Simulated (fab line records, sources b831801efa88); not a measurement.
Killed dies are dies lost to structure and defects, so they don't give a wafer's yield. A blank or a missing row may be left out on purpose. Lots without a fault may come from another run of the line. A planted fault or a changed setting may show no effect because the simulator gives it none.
fab line records | flow sky130
record lots=13 wafers=39 last_day=50
route steps=708 shown GATE_OXIDE@197 LDD_N@253 LDD_HVN@275 PAD_OPEN@708
lots that met no fault: from a run of the same line without faults
start_h: hours from the record's first day to the start of the lot's first wafer shown | wait_h: hours since the lot's step before | " the same as in the row above | L1.1+2: a row that stands for several wafers | - no value, or no start given | * or withheld: withheld | < > ~ a bound
route shown NAME@n: a module of which the file shows steps, and the number in the route of the first | usual: mean/standard deviation of fault-free wafers | same: alike in all rows | chamber/n: place in a boat | sites: the reading at each site | _std_site: their standard deviation | _edge_site: outer sites' mean less inner sites' | radius_mm: how far each site lies from the wafer's centre | mask NAME#n: copy n | behind: the tool/chamber that last shaped the wafer | hold: why the lot was held/for how many hours/how that ended | device: the transistor (n, p or np) that didn't switch | end of line: the same wafers' tests at the end of the route | a step without rows: its recipe alone | killed: dies lost to structure and defects at the first sort, not the wafer's yield | map: a wafer's dies, x killed, . not, _ none there
set.NAME: the setting as run; set.NAME@STEP: as run at that earlier step | model.NAME: the simulator's own value behind a step, which no gauge read
steps of the route over a sample of lots; a table a step, a row a wafer
services: from which hour (start_h, from the record's first day; less than 0 if before it) a tool's chamber was out of use, for how many hours, and why
## steps
# step SKY_GATE_OXIDE_OVL_MEAS_10
# usual GATE_OXIDE_OVL=-1.0/1.3
# columns lot.wafer tool chamber start_h wait_h GATE_OXIDE_OVL[nm]
L851.1 overlay-01 - 304.26 0.1 0.3
L851.2 " - " " -0.4
L851.3 " - " " 1.6
L853.4 overlay-02 - 322.94 0.1 -1.3
L853.5 " - " " -0.8
L853.6 " - " " -0.9
L854.1 overlay-02 - 340.09 0.1 -1.9
L854.2 " - " " -2.2
L854.3 " - " " -1.4
L855.1 overlay-02 - 342.74 0.1 -1.1
L855.2 " - " " -0.6
L855.5 " - " " -0.2
L856.2 overlay-01 - 350.02 0.1 1.2
L856.3 " - " " -0.1
L856.6 " - " " 1.0
L858.1 overlay-02 - 361.67 0.1 -2.7
L858.2 " - " " -2.0
L858.6 " - " " -1.1
L859.1 overlay-02 - 388.17 0.1 -1.2
L859.3 " - " " -2.6
L859.6 " - " " -2.0
L865.3 overlay-01 - 429.25 0.1 -1.3
L865.4 " - " " -3.3
L865.6 " - " " -1.3
L867.2 overlay-02 - 442.87 0.1 -2.0
L867.3 " - " " -3.0
L867.4 " - " " -2.6
L868.2 overlay-01 - 448.52 0.1 -0.6
L868.4 " - " " -1.6
L868.6 " - " " 0.6
L869.2 overlay-01 - 462.82 0.1 0.0
L869.3 " - " " -0.1
L869.6 " - " " -0.9
L871.2 overlay-01 - 475.07 0.1 -0.7
L871.3 " - " " -3.9
L871.5 " - " " -4.6
L873.1 overlay-02 - 492.14 0.1 1.2
L873.2 " - " " -0.8
L873.4 " - " " 0.2
# step SKY_LDD_N_STRIP_16
# recipe chemistry=O2/N2 power_w=1400 pressure_mtorr=1500 platen_temp_c=withheld o2_flow_sccm=3000 n2_flow_sccm=300 overash_fraction=0.5
# usual drypump_motor_current_A=5.7/0.47 oes_product_au=0.407/0.0046 strip_time_to_endpoint_s=4.314/0.013
# columns lot.wafer tool chamber start_h wait_h drypump_motor_current_A oes_product_au rf_hours_counter_h strip_time_to_endpoint_s
L851.1 plasma_asher-03 0 401.20 0.1 5.7 0.410 75 4.319
L851.2 " 1 " " 6.1 0.402 75 4.301
L851.3 " 1 " " 6.2 0.403 - 4.320
L853.4 plasma_asher-04 1 420.78 0.1 5.9 0.411 - 4.322
L853.5 " 1 " " 5.9 0.405 - 4.321
L853.6 " 0 " " 6.0 0.405 - 4.334
L854.1 plasma_asher-03 0 441.50 0.1 5.7 0.409 79 4.321
L854.2 " 1 " " 6.2 0.409 79 4.314
L854.3 " 0 " " 5.7 0.405 - 4.333
L855.1 plasma_asher-03 0 441.80 0.1 5.6 0.400 79 4.285
L855.2 " 1 " " 6.2 0.393 79 4.301
L855.5 " 0 " " 5.6 0.409 - 4.295
L856.2 plasma_asher-02 1 452.00 0.1 5.8 0.407 30 4.304
L856.3 " 0 " " 4.8 0.408 - 4.318
L856.6 " 0 " " 4.8 0.409 - 4.336
L858.1 plasma_asher-04 0 462.65 0.1 6.0 0.412 3 4.301
L858.2 " 1 " " 5.9 0.409 3 4.296
L858.6 " 0 " " 6.0 0.413 - 4.291
L859.1 plasma_asher-02 0 490.15 0.1 4.8 0.405 34 4.309
L859.3 " 1 " " 5.8 0.404 - 4.306
L859.6 " 1 " " 5.8 0.415 - 4.318
L865.3 plasma_asher-04 1 530.69 0.1 5.9 0.406 - 4.310
L865.4 " 0 " " 6.0 0.399 - 4.285
L865.6 " 0 " " 6.0 0.411 - 4.304
L867.2 plasma_asher-03 1 542.55 0.1 6.1 0.401 87 4.324
L867.3 " 1 " " 6.2 0.403 - 4.310
L867.4 " 0 " " 5.7 0.408 - 4.314
L868.2 plasma_asher-02 1 553.60 0.1 5.8 0.415 41 4.317
L868.4 " 1 " " 5.8 0.409 - 4.333
L868.6 " 0 " " 4.8 0.414 - 4.317
L869.2 plasma_asher-04 0 563.95 0.1 6.0 0.404 15 4.324
L869.3 " 1 " " 5.9 0.399 - 4.329
L869.6 " 1 " " 5.9 0.406 - 4.322
L871.2 plasma_asher-04 1 573.80 0.1 5.9 0.405 16 4.285
L871.3 " 0 " " 6.0 0.406 - 4.298
L871.5 " 1 " " 5.9 0.396 - 4.323
L873.1 plasma_asher-02 0 589.90 0.1 4.8 0.409 44 4.304
L873.2 " 1 " " 5.8 0.411 44 4.312
L873.4 " 0 " " 4.8 0.416 - 4.318
# step SKY_LDD_HVN_IMPLANT_08
# recipe species=P energy_kev=60 dose_cm2=3e+13 tilt_deg=40
# usual beam_energy_keV=60.004/0.021 end_station_pressure_torr=5.13e-06/3e-07
# columns lot.wafer tool chamber start_h wait_h beam_energy_keV end_station_pressure_torr
L851.1 implanter-01 0 461.60 0.0 60.018 5.43e-06
L851.2 " 0 " " 60.004 5.72e-06
L851.3 " 0 " " 60.015 5.04e-06
L853.4 implanter-04 0 483.70 0.1 60.007 5.08e-06
L853.5 " 0 " " 60.027 5.29e-06
L853.6 " 0 " " 60.005 4.77e-06
L854.1 implanter-04 0 504.07 0.0 60.003 4.87e-06
L854.2 " 0 " " 60.008 4.99e-06
L854.3 " 0 " " 60.003 5.01e-06
L855.1 implanter-01 0 504.22 0.1 60.053 5.06e-06
L855.2 " 0 " " 60.044 5.45e-06
L855.5 " 0 " " 60.000 5.55e-06
L856.2 implanter-01 0 513.70 0.0 59.970 5.39e-06
L856.3 " 0 " " 59.989 5.15e-06
L856.6 " 0 " " 60.013 5.21e-06
L858.1 implanter-03 0 524.12 0.0 59.970 5.19e-06
L858.2 " 0 " " 59.975 4.89e-06
L858.6 " 0 " " 60.016 5.25e-06
L859.1 implanter-03 0 551.40 0.0 59.991 4.84e-06
L859.3 " 0 " " 59.985 4.79e-06
L859.6 " 0 " " 59.997 4.52e-06
L865.3 implanter-03 0 589.85 0.1 60.003 5.62e-06
L865.4 " 0 " " 60.018 5.15e-06
L865.6 " 0 " " 60.010 4.83e-06
L867.2 implanter-03 0 601.90 0.0 63.764 5.75e-06
L867.3 " 0 " " 63.774 4.9e-06
L867.4 " 0 " " 63.758 4.98e-06
L868.2 implanter-03 0 613.07 0.0 63.783 5.5e-06
L868.4 " 0 " " 63.753 5.14e-06
L868.6 " 0 " " 63.799 5.25e-06
L869.2 implanter-04 0 622.84 0.2 60.001 4.88e-06
L869.3 " 0 " " 60.020 5.35e-06
L869.6 " 0 " " 59.989 4.79e-06
L871.2 implanter-04 0 633.02 0.0 59.994 5.11e-06
L871.3 " 0 " " 60.027 4.96e-06
L871.5 " 0 " " 60.058 5.43e-06
L873.1 implanter-04 0 648.02 0.0 59.971 5.56e-06
L873.2 " 0 " " 59.992 5.13e-06
L873.4 " 0 " " 59.981 4.65e-06
# step SKY_LDD_HVN_STRIP_09
# recipe chemistry=O2/N2 power_w=1400 pressure_mtorr=1500 platen_temp_c=withheld o2_flow_sccm=3000 n2_flow_sccm=300 overash_fraction=0.5
# usual drypump_motor_current_A=5.96/0.27 oes_product_au=0.408/0.0044 strip_time_to_endpoint_s=4.132/0.014
# columns lot.wafer tool chamber start_h wait_h drypump_motor_current_A oes_product_au rf_hours_counter_h strip_time_to_endpoint_s
L851.1 plasma_asher-01 0 461.75 0.1 6.28 0.405 65 4.113
L851.2 " 1 " " 5.65 0.408 65 4.127
L851.3 " 0 " " 6.31 0.403 - 4.156
L853.4 plasma_asher-03 1 483.81 0.1 6.16 0.410 - 4.108
L853.5 " 1 " " 6.18 0.412 - 4.117
L853.6 " 0 " " 5.66 0.406 - 4.124
L854.1 plasma_asher-01 0 504.22 0.1 6.28 0.400 69 4.114
L854.2 " 1 " " 5.68 0.413 69 4.112
L854.3 " 0 " " 6.29 0.412 - 4.114
L855.1 plasma_asher-04 0 504.37 0.1 6.04 0.405 8 4.111
L855.2 " 1 " " 5.90 0.410 8 4.123
L855.5 " 0 " " 6.03 0.409 - 4.109
L856.2 plasma_asher-04 1 513.83 0.1 5.92 0.417 9 4.119
L856.3 " 1 " " 5.91 0.412 - 4.109
L856.6 " 1 " " 5.92 0.408 - 4.110
L858.1 plasma_asher-01 0 524.27 0.1 6.29 0.408 71 4.118
L858.2 " 1 " " 5.63 0.410 71 4.117
L858.6 " 1 " " 5.63 0.409 - 4.137
L859.1 plasma_asher-01 1 551.55 0.1 5.65 0.406 74 4.131
L859.3 " 1 " " 5.65 0.398 - 4.115
L859.6 " 0 " " 6.29 0.411 - 4.149
L865.3 plasma_asher-01 0 589.98 0.1 6.27 0.407 - 4.143
L865.4 " 1 " " 5.64 0.415 - 4.125
L865.6 " 1 " " 5.65 0.401 - 4.134
L867.2 plasma_asher-01 1 602.02 0.1 5.62 0.409 79 4.137
L867.3 " 1 " " 5.62 0.411 - 4.166
L867.4 " 0 " " 6.28 0.415 - 4.135
L868.2 plasma_asher-03 1 613.20 0.1 6.17 0.411 94 4.122
L868.4 " 1 " " 6.13 0.411 - 4.124
L868.6 " 1 " " 6.15 0.403 - 4.113
L869.2 plasma_asher-01 1 622.97 0.1 5.65 0.406 81 4.126
L869.3 " 1 " " 5.64 0.412 - 4.139
L869.6 " 1 " " 5.67 0.402 - 4.139
L871.2 plasma_asher-01 0 633.15 0.1 6.28 0.404 82 4.126
L871.3 " 1 " " 5.62 0.402 - 4.129
L871.5 " 1 " " 5.65 0.403 - 4.136
L873.1 plasma_asher-01 1 648.17 0.1 5.61 0.412 83 4.131
L873.2 " 0 " " 6.30 0.417 83 4.186
L873.4 " 0 " " 6.30 0.417 - 4.130
# step SKY_PAD_OPEN_PROBE_99
# usual killed_at_M0_to_M3=43/7.2 killed_at_M4_up=3.2/1.8 killed_at_contacts=23/5.6 killed_at_front_end=15/4.6 killed_at_other=0.3/0.71 killed_dies=85/10 killed_open=46/7.8 killed_short=38/6.5
# same gross_dies=492 killed_at_back_side=0
# columns lot.wafer tool chamber start_h wait_h killed_at_M0_to_M3 killed_at_M4_up killed_at_contacts killed_at_front_end killed_at_other killed_dies killed_open killed_short
L851.1 prober-01 - 1073.98 0.1 28 6 21 17 0 72 33 39
L851.2 prober-01 - 1074.03 0.1 43 2 27 23 1 96 56 38
L851.3 prober-01 - 1074.08 0.2 24 3 19 24 0 70 26 43
L854.1 prober-02 - 1102.91 0.1 43 2 17 6 0 68 35 32
L854.2 prober-02 - 1102.96 0.1 49 5 27 13 0 94 51 43
L854.3 prober-02 - 1103.01 0.2 39 5 18 16 0 78 40 37
L855.1 prober-02 - 1103.84 0.1 38 7 18 18 0 81 41 39
L855.2 prober-02 - 1103.89 0.1 59 2 26 8 0 95 60 35
L855.5 prober-02 - 1104.04 0.2 43 7 19 13 1 83 43 40
L858.1 prober-01 - 1115.74 0.1 34 5 33 15 0 87 46 40
L858.2 prober-01 - 1115.79 0.1 47 4 22 17 0 90 50 40
L858.6 prober-01 - 1115.99 0.2 42 2 29 18 0 91 48 43
L865.3 prober-01 - 1157.04 0.2 56 5 29 8 0 98 53 41
L865.4 prober-01 - 1157.09 0.2 50 1 22 17 0 90 46 44
L865.6 prober-01 - 1157.19 0.2 36 2 33 7 0 78 50 28
L869.2 prober-01 - 1177.88 0.1 43 5 22 7 0 77 42 35
L869.3 prober-01 - 1177.93 0.2 48 3 25 12 0 88 58 30
L869.6 prober-01 - 1178.08 0.2 34 2 21 14 1 72 45 27
# killed by level:class
L851.1 CONTACT:geometric_particle:open=7 FIELD_ISO:geometric_particle:short=6 LI_CONTACT:geometric_particle:open=5 CONTACT:geometric_particle:short=5 METAL1:geometric_particle:short=5 VIA2:geometric_particle:open=5 LOCAL_INTERCONNECT:geometric_particle:short=4 FIELD_ISO:geometric_particle:open=4
L851.2 CONTACT:geometric_particle:open=10 VIA1:geometric_particle:open=9 VIA2:geometric_particle:open=7 VIA1:geometric_particle:short=7 LI_CONTACT:geometric_particle:open=6 FIELD_ISO:geometric_particle:open=5 POLY_GATE:geometric_particle:open=5 CONTACT:geometric_particle:short=5
L851.3 FIELD_ISO:geometric_particle:short=12 CONTACT:geometric_particle:open=8 POLY_GATE:geometric_particle:short=6 VIA3:geometric_particle:open=5 LI_CONTACT:geometric_particle:short=3 LI_CONTACT:geometric_particle:open=3 LOCAL_INTERCONNECT:geometric_particle:short=3 METAL2:geometric_particle:short=3
L854.1 METAL2:geometric_particle:short=7 LI_CONTACT:geometric_particle:open=6 VIA1:geometric_particle:open=6 METAL1:geometric_particle:short=5 METAL3:geometric_particle:short=5 CONTACT:geometric_particle:open=4 VIA2:geometric_particle:short=4 VIA3:geometric_particle:short=4
L854.2 VIA3:geometric_particle:open=10 LI_CONTACT:geometric_particle:open=8 CONTACT:geometric_particle:short=7 VIA1:geometric_particle:open=7 VIA2:geometric_particle:open=7 CONTACT:geometric_particle:open=6 METAL2:geometric_particle:short=6 METAL1:geometric_particle:short=5
L854.3 VIA1:geometric_particle:open=14 LI_CONTACT:geometric_particle:open=7 FIELD_ISO:geometric_particle:open=5 FIELD_ISO:geometric_particle:short=5 METAL1:geometric_particle:short=5 VIA2:geometric_particle:short=5 LOCAL_INTERCONNECT:geometric_particle:short=4 VIA1:geometric_particle:short=3
L855.1 VIA1:geometric_particle:open=11 POLY_GATE:geometric_particle:short=6 CONTACT:geometric_particle:open=6 VIA1:geometric_particle:short=6 LI_CONTACT:geometric_particle:open=5 VIA2:geometric_particle:open=4 METAL1:geometric_particle:short=4 METAL2:geometric_particle:short=4
L855.2 VIA1:geometric_particle:open=14 CONTACT:geometric_particle:open=9 VIA2:geometric_particle:open=9 LI_CONTACT:geometric_particle:open=8 VIA1:geometric_particle:short=8 VIA3:geometric_particle:open=8 METAL2:geometric_particle:short=6 CONTACT:geometric_particle:short=4
L855.5 VIA1:geometric_particle:open=12 CONTACT:geometric_particle:open=7 LI_CONTACT:geometric_particle:open=5 LOCAL_INTERCONNECT:geometric_particle:short=5 METAL1:geometric_particle:short=5 VIA1:geometric_particle:short=5 METAL2:geometric_particle:short=5 VIA3:geometric_particle:short=5
L858.1 CONTACT:geometric_particle:open=12 LI_CONTACT:geometric_particle:open=9 FIELD_ISO:geometric_particle:short=6 VIA2:geometric_particle:open=5 CONTACT:geometric_particle:short=5 METAL1:geometric_particle:short=5 VIA1:geometric_particle:open=5 LOCAL_INTERCONNECT:geometric_particle:short=4
L858.2 VIA1:geometric_particle:open=13 VIA3:geometric_particle:open=9 LI_CONTACT:geometric_particle:open=5 METAL2:geometric_particle:short=5 FIELD_ISO:geometric_particle:short=4 POLY_GATE:geometric_particle:open=4 LI_CONTACT:geometric_particle:short=4 LOCAL_INTERCONNECT:geometric_particle:short=4
L858.6 CONTACT:geometric_particle:open=12 VIA2:geometric_particle:open=10 LI_CONTACT:geometric_particle:open=8 VIA2:geometric_particle:short=8 VIA1:geometric_particle:open=6 POLY_GATE:geometric_particle:short=5 VIA1:geometric_particle:short=5 FIELD_ISO:geometric_particle:open=4
L865.3 CONTACT:geometric_particle:open=11 VIA1:geometric_particle:open=10 LI_CONTACT:geometric_particle:open=8 VIA3:geometric_particle:open=8 VIA2:geometric_particle:short=6 CONTACT:geometric_particle:short=5 VIA1:geometric_particle:short=5 VIA2:geometric_particle:open=5
L865.4 VIA1:geometric_particle:open=11 METAL1:geometric_particle:short=10 CONTACT:geometric_particle:open=10 METAL2:geometric_particle:short=9 LI_CONTACT:geometric_particle:open=8 FIELD_ISO:geometric_particle:short=5 VIA2:geometric_particle:short=5 VIA3:geometric_particle:open=5
L865.6 CONTACT:geometric_particle:open=15 LI_CONTACT:geometric_particle:open=9 VIA3:geometric_particle:open=6 VIA1:geometric_particle:short=6 VIA1:geometric_particle:open=6 VIA3:geometric_particle:short=5 LOCAL_INTERCONNECT:geometric_particle:open=4 VIA2:geometric_particle:open=4
L869.2 VIA1:geometric_particle:open=11 CONTACT:geometric_particle:open=8 VIA2:geometric_particle:open=8 CONTACT:geometric_particle:short=6 METAL2:geometric_particle:short=5 LOCAL_INTERCONNECT:geometric_particle:short=4 VIA3:geometric_particle:open=4 LI_CONTACT:geometric_particle:open=3
L869.3 CONTACT:geometric_particle:open=13 VIA1:geometric_particle:open=13 VIA3:geometric_particle:open=9 VIA1:geometric_particle:short=8 LI_CONTACT:geometric_particle:open=7 POLY_GATE:geometric_particle:open=5 METAL2:geometric_particle:short=4 FIELD_ISO:geometric_particle:short=3
L869.6 VIA1:geometric_particle:open=12 LI_CONTACT:geometric_particle:open=9 CONTACT:geometric_particle:short=5 CONTACT:geometric_particle:open=5 FIELD_ISO:geometric_particle:short=4 VIA3:geometric_particle:open=4 POLY_GATE:geometric_particle:open=3 VIA1:geometric_particle:short=3
## services
# columns tool chamber start_h hours kind
implanter-04 - 407.37 2.7 pm
plasma_asher-04 - 421.25 9.0 pm
plasma_asher-04 0 421.25 9.0 vent_cycle
plasma_asher-04 1 421.25 9.0 vent_cycle
implanter-04 - 422.79 1.1 repair
plasma_asher-04 0 430.25 - clean
plasma_asher-04 1 430.25 - clean
plasma_asher-02 - 435.17 6.6 repair
implanter-03 - 438.81 4.8 pm
plasma_asher-03 - 506.05 20.6 repair
plasma_asher-01 - 510.88 2.8 pm
implanter-01 - 528.60 6.5 pm
implanter-03 - 534.14 2.4 pm
plasma_asher-02 - 541.10 0.4 repair
implanter-04 - 582.56 1.3 repair
plasma_asher-03 - 590.43 0.4 repair
plasma_asher-01 - 594.59 0.4 repair
## key
first_sign step=SKY_LDD_HVN_IMPLANT_08 reading=beam_energy_keV direction=up sigmas=99+ usual=* struck=*
effect none on later readings
met_at SKY_LDD_HVN_IMPLANT_08
struck_lots L867,L868
rows_end L867.3,L868.4
tester_left_out L867,L868
not_acting_at SKY_GATE_OXIDE_OVL_MEAS_10,SKY_LDD_N_STRIP_16,SKY_LDD_HVN_STRIP_09
onset_between 589.85 601.90
fault kind=process_parameter_drift tool=implanter-03 chamber=- onset_h=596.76 steps=SKY_LDD_HVN_IMPLANT_08 channel=energy_kev offset=* shape=step end_h=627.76 acts_in=* stated=*
# tester_left_out: of these lots the tester's yield and bins aren't shown, on N5 and GAA mostly nor the transistor test; their killed dies are dies lost to structure and defects alone, not to doping, threshold or leakage, so they don't give the yield
# rows_end: these wafers met a further fault down the route, and their rows from its step on are left out
